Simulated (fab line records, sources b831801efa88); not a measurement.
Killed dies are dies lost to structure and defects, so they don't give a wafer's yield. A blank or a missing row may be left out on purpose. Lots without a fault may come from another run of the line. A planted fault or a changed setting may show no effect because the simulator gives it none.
Which tool did it? | flow gf180mcu | 24 lots, 72 wafers sampled, at 5 steps of a route of 602

WHAT THE GAUGES READ, wafer by wafer
GF_NWELL_OVL_MEAS_07.
lot  | measured    | on         | NWELL_OVL (nm)
L074 | day 3 06:19 | overlay-01 | -0.1 -0.4 -0.5
L075 | day 3 14:07 | overlay-01 | -0.4 0.2 1.2
L076 | day 3 18:43 | overlay-02 | -0.2 -0.8 0.7
L077 | day 3 23:16 | overlay-02 | -0.4 1.0 -0.3
L078 | day 4 06:10 | overlay-01 | -0.5 0.1 -1.6
L079 | day 4 09:37 | overlay-02 | -0.1 1.1 -0.8
L080 | day 4 14:55 | overlay-01 | 0.5 0.1 -1.1
L081 | day 5 00:13 | overlay-02 | -0.8 -1.2 -1.9
L082 | day 5 01:52 | overlay-01 | -3.3 -4.5 -4.0
L083 | day 5 06:25 | overlay-01 | -2.6 -0.4 -1.8
L084 | day 5 15:40 | overlay-01 | -1.8 1.8 0.5
L085 | day 5 19:16 | overlay-01 | -2.8 -0.3 0.2
L086 | day 6 00:07 | overlay-02 | -1.1 0.3 0.2
L087 | day 6 06:50 | overlay-01 | -0.5 -1.3 0.5
L088 | day 6 09:55 | overlay-01 | -1.7 0.3 0.0
L089 | day 6 17:19 | overlay-01 | 1.6 2.1 3.9
L090 | day 6 22:31 | overlay-02 | 0.2 1.2 0.9
L091 | day 7 03:01 | overlay-02 | -1.2 -0.3 1.1
L092 | day 7 10:49 | overlay-02 | -2.1 -1.0 -0.7
L093 | day 7 15:34 | overlay-02 | -2.3 -0.2 0.4
L094 | day 7 20:37 | overlay-02 | -0.9 0.1 -1.6
L095 | day 8 02:07 | overlay-01 | 0.1 -0.2 -1.7
L096 | day 8 08:07 | overlay-01 | -2.6 -0.2 -2.0
L097 | day 8 14:01 | overlay-01 | -1.3 -1.4 -2.6

GF_POLY_GATE_THK_MEAS_01.
lot  | measured     | on            | POLY_GATE_CVD_00_THK (nm)
L074 | day 8 09:40  | film_metro-02 | 200.1 200.4 199.2
L075 | day 8 19:26  | film_metro-04 | 199.8 201.6 199.9
L076 | day 9 02:31  | film_metro-04 | 203.3 204.0 204.5
L077 | day 9 07:59  | film_metro-04 | 203.2 203.8 205.0
L078 | day 9 17:52  | film_metro-04 | 203.5 204.0 202.7
L079 | day 9 20:13  | film_metro-04 | 201.4 199.9 201.1
L080 | day 10 03:56 | film_metro-03 | 198.3 198.1 198.5
L081 | day 10 17:18 | film_metro-03 | 200.4 199.0 200.6
L082 | day 10 21:30 | film_metro-03 | 199.3 200.8 198.7
L083 | day 11 00:11 | film_metro-04 | 197.5 199.1 199.7
L084 | day 11 15:35 | film_metro-02 | 200.2 200.9 199.3
L085 | day 12 01:07 | film_metro-04 | 199.1 198.7 200.1
L086 | day 12 01:07 | film_metro-02 | 199.4 200.9 199.6
L087 | day 12 07:20 | film_metro-02 | 198.3 201.0 200.0
L088 | day 12 15:56 | film_metro-02 | 202.7 202.7 201.6
L089 | day 13 02:11 | film_metro-03 | 201.1 200.1 201.0
L090 | day 13 02:08 | film_metro-02 | 200.9 202.8 203.1
L091 | day 13 08:52 | film_metro-03 | 200.1 203.4 202.8
L092 | day 13 16:19 | film_metro-02 | 200.4 200.2 201.2
L093 | day 13 22:46 | film_metro-02 | 201.9 203.5 201.9
L094 | day 14 08:22 | film_metro-04 | 201.2 198.7 200.2
L095 | day 14 14:07 | film_metro-04 | 197.9 199.4 199.4
L096 | day 14 19:04 | film_metro-02 | 202.5 201.9 201.4
L097 | day 15 04:20 | film_metro-02 | 198.2 198.0 197.8

GF_CONTACT_THK_MEAS_01.
lot  | measured     | on            | CONTACT_CVD_00_THK (nm)
L074 | day 15 00:31 | film_metro-02 | 298 297 300
L075 | day 15 12:08 | film_metro-02 | 305 304 304
L076 | day 15 23:51 | film_metro-01 | 302 305 301
L077 | day 16 04:12 | film_metro-03 | 299 300 303
L078 | day 16 16:06 | film_metro-01 | 300 296 299
L079 | day 16 23:02 | film_metro-03 | 300 299 301
L080 | day 17 06:29 | film_metro-02 | 299 301 301
L081 | day 18 06:14 | film_metro-02 | 301 299 301
L082 | day 18 08:53 | film_metro-02 | 302 300 300
L083 | day 18 15:36 | film_metro-01 | 303 299 301
L084 | day 19 04:44 | film_metro-03 | 301 299 300
L085 | day 19 18:41 | film_metro-02 | 298 296 294
L086 | day 19 17:32 | film_metro-02 | 299 302 300
L087 | day 20 04:06 | film_metro-03 | 302 301 301
L088 | day 20 12:21 | film_metro-02 | 305 300 303
L089 | day 21 01:35 | film_metro-02 | 303 302 304
L090 | day 21 00:23 | film_metro-03 | 302 299 296
L091 | day 21 09:02 | film_metro-03 | 306 307 305
L092 | day 21 15:28 | film_metro-02 | 295 298 298
L093 | day 21 22:32 | film_metro-01 | 300 298 299
L094 | day 22 10:37 | film_metro-03 | 302 300 305
L095 | day 22 16:08 | film_metro-01 | 303 296 304
L096 | day 22 22:21 | film_metro-01 | 300 300 299
L097 | day 23 08:36 | film_metro-01 | 302 304 299

WHICH TOOL RAN EACH LOT (tool, then ch and the chambers of the sampled wafers, then the start)
lot  | GF_STI_CMP_25                | GF_SAB_STRIP_13
L074 | cmp-02 ch 0,1, day 2 03:50   | plasma_asher-01 ch 0,1, day 14 23:44
L075 | cmp-01 ch 1,2,3, day 2 11:32 | plasma_asher-04 ch 0,1, day 15 11:22
L076 | cmp-02 ch 0,1,3, day 2 15:31 | plasma_asher-03 ch 0,1, day 15 23:04
L077 | cmp-02 ch 0,1,2, day 2 18:50 | plasma_asher-03 ch 0,1, day 16 03:25
L078 | cmp-02 ch 0,2, day 3 01:24   | plasma_asher-01 ch 0,1, day 16 15:20
L079 | cmp-02 ch 0,1, day 3 04:50   | plasma_asher-01 ch 0,1, day 16 22:16
L080 | cmp-01 ch 1,2,3, day 3 09:37 | plasma_asher-04 ch 0,1, day 17 05:43
L081 | cmp-02 ch 0,1,2, day 3 18:24 | plasma_asher-01 ch 0,1, day 18 05:28
L082 | cmp-01 ch 0,1,2, day 3 20:28 | plasma_asher-04 ch 0,1, day 18 08:07
L083 | cmp-01 ch 2,3, day 4 01:07   | plasma_asher-04 ch 0,1, day 18 14:39
L084 | cmp-02 ch 0,1,2, day 4 08:13 | plasma_asher-01 ch 0,1, day 19 03:58
L085 | cmp-02 ch 0,3, day 4 13:04   | plasma_asher-01 ch 0,1, day 19 17:55
L086 | cmp-02 ch 2,3, day 4 16:25   | plasma_asher-04 ch 1, day 19 16:46
L087 | cmp-02 ch 0,2,3, day 4 22:28 | plasma_asher-01 ch 0,1, day 20 03:15
L088 | cmp-01 ch 0,2,3, day 5 02:53 | plasma_asher-01 ch 0,1, day 20 11:35
L089 | cmp-02 ch 0,2,3, day 5 08:34 | plasma_asher-04 ch 1, day 21 00:49
L090 | cmp-01 ch 1,2,3, day 5 13:28 | plasma_asher-01 ch 0,1, day 20 23:38
L091 | cmp-01 ch 2,3, day 5 18:25   | plasma_asher-04 ch 0,1, day 21 08:16
L092 | cmp-02 ch 1,2,3, day 6 01:08 | plasma_asher-01 ch 0,1, day 21 14:41
L093 | cmp-02 ch 0,1,3, day 6 05:29 | plasma_asher-01 ch 0,1, day 21 21:46
L094 | cmp-01 ch 0,1,3, day 6 10:28 | plasma_asher-03 ch 0,1, day 22 09:42
L095 | cmp-01 ch 0,1,3, day 6 15:10 | plasma_asher-04 ch 0,1, day 22 15:17
L096 | cmp-02 ch 0,2,3, day 6 21:10 | plasma_asher-03 ch 0,1, day 22 21:35
L097 | cmp-01 ch 0,1,2, day 7 02:20 | plasma_asher-03 ch 0,1, day 23 07:41
- GF_STI_CMP_25: polishes, stops on Si3N4, t overpolish 33 s, target thk 524.6 nm.
- GF_SAB_STRIP_13: strips in O2/N2.

WHAT THE TOOLS THEMSELVES READ (means of the sampled wafers that have a number; where no wafer has one, the mark that the record gives instead)
GF_STI_CMP_25.
lot  | tool   | motor_current_A (A) | overpolish_run_s (s) | platen_rpm (rpm) | time_to_endpoint_s (s)
L074 | cmp-02 | 11.4                | 32.997               | 60.00            | 127
L075 | cmp-01 | 13.2                | 33.006               | 59.94            | 127
L076 | cmp-02 | 11.2                | 33.004               | 59.99            | 129
L077 | cmp-02 | 11.4                | 33.003               | 60.02            | 127
L078 | cmp-02 | 11.3                | 33.003               | 59.98            | 134
L079 | cmp-02 | 11.3                | 32.994               | 59.99            | 128
L080 | cmp-01 | 13.1                | 32.996               | 60.02            | 123
L081 | cmp-02 | 11.1                | 32.998               | 59.97            | 131
L082 | cmp-01 | 12.7                | 33.004               | 59.96            | 126
L083 | cmp-01 | 13.2                | 33.000               | 60.03            | 122
L084 | cmp-02 | 11.2                | 32.994               | 60.00            | 126
L085 | cmp-02 | 11.4                | 32.999               | 60.02            | 126
L086 | cmp-02 | 11.3                | 32.996               | 59.99            | 123
L087 | cmp-02 | 11.0                | 33.001               | 60.00            | 133
L088 | cmp-01 | 12.5                | 32.997               | 59.99            | 117
L089 | cmp-02 | 11.1                | 33.001               | 59.95            | 128
L090 | cmp-01 | 13.1                | 33.004               | 59.99            | 117
L091 | cmp-01 | 12.7                | 32.997               | 59.97            | 117
L092 | cmp-02 | 11.1                | 33.003               | 59.98            | 127
L093 | cmp-02 | 10.6                | 33.006               | 59.98            | 124
L094 | cmp-01 | 13.2                | 33.009               | 60.01            | 116
L095 | cmp-01 | 13.0                | 32.997               | 59.94            | 119
L096 | cmp-02 | 11.4                | 33.001               | 60.03            | 126
L097 | cmp-01 | 12.3                | 32.999               | 60.01            | 116

GF_SAB_STRIP_13.
lot  | tool            | drypump_motor_current_A (A) | heater_power_w (W) | oes_product_au (a.u.) | platen_temp_c (C) | strip_time_to_endpoint_s (s)
L074 | plasma_asher-01 | 5.3                         | 310                | 0.709                 | 250.09            | 12.66
L075 | plasma_asher-04 | 5.9                         | 345                | 0.714                 | 250.00            | 12.61
L076 | plasma_asher-03 | 5.4                         | 333                | 0.715                 | 250.11            | 12.64
L077 | plasma_asher-03 | 5.4                         | 335                | 0.712                 | 249.94            | 12.59
L078 | plasma_asher-01 | 5.5                         | 323                | 0.705                 | 249.99            | 12.58
L079 | plasma_asher-01 | 5.5                         | 326                | 0.712                 | 250.02            | 12.61
L080 | plasma_asher-04 | 5.9                         | 345                | 0.712                 | 249.86            | 12.63
L081 | plasma_asher-01 | 5.3                         | 312                | 0.706                 | 250.05            | 12.63
L082 | plasma_asher-04 | 6.1                         | 366                | 0.710                 | 250.02            | 12.66
L083 | plasma_asher-04 | 6.1                         | 369                | 0.713                 | 249.94            | 12.62
L084 | plasma_asher-01 | 5.3                         | 298                | 0.709                 | 250.08            | 12.60
L085 | plasma_asher-01 | 5.3                         | 299                | 0.707                 | 250.00            | 12.67
L086 | plasma_asher-04 | 6.2                         | 384                | 0.714                 | 249.71            | 12.62
L087 | plasma_asher-01 | 5.5                         | 316                | 0.712                 | 249.84            | 12.60
L088 | plasma_asher-01 | 5.3                         | 299                | 0.705                 | 249.94            | 12.59
L089 | plasma_asher-04 | 6.2                         | 387                | 0.709                 | 250.11            | 12.57
L090 | plasma_asher-01 | 5.5                         | 315                | 0.709                 | 250.14            | 12.67
L091 | plasma_asher-04 | 6.1                         | 369                | 0.711                 | 249.98            | 12.62
L092 | plasma_asher-01 | 5.3                         | 297                | 0.707                 | 249.91            | 12.56
L093 | plasma_asher-01 | 5.3                         | 299                | 0.712                 | 249.99            | 12.66
L094 | plasma_asher-03 | 5.6                         | 354                | 0.707                 | 249.96            | 12.66
L095 | plasma_asher-04 | 5.9                         | 345                | 0.711                 | 249.93            | 12.56
L096 | plasma_asher-03 | 5.6                         | 353                | 0.707                 | 250.14            | 12.60
L097 | plasma_asher-03 | 5.6                         | 354                | 0.708                 | 249.86            | 12.59

THE ANSWER, worked out from the rows above alone
Rule: what is usual is taken from the lots themselves. Put in order of their means at a reading, lots are off if they are a third of the lots or fewer, leave a main group of 4 or more, and stand apart from it by a gap of 3 or more times the standard deviation of the main group's means; of several such gaps the widest counts. A main group whose means are all the same, to the digits that the tables above print for the reading, isn't used. A lot without any number at a reading at which 4 lots or more have one is off too. The other lots that the step has rows for count as sound. The gauges are gone through in route order, then the tools' own readings, and for those a lot's mean is taken as printed above. The first step at which some lot is off is used, and at that step the reading that is off furthest; a lot without a number counts as furthest.
No lot is off at any reading shown: from this, nothing can be told.

WHAT THE SIMULATOR HAD PUT IN
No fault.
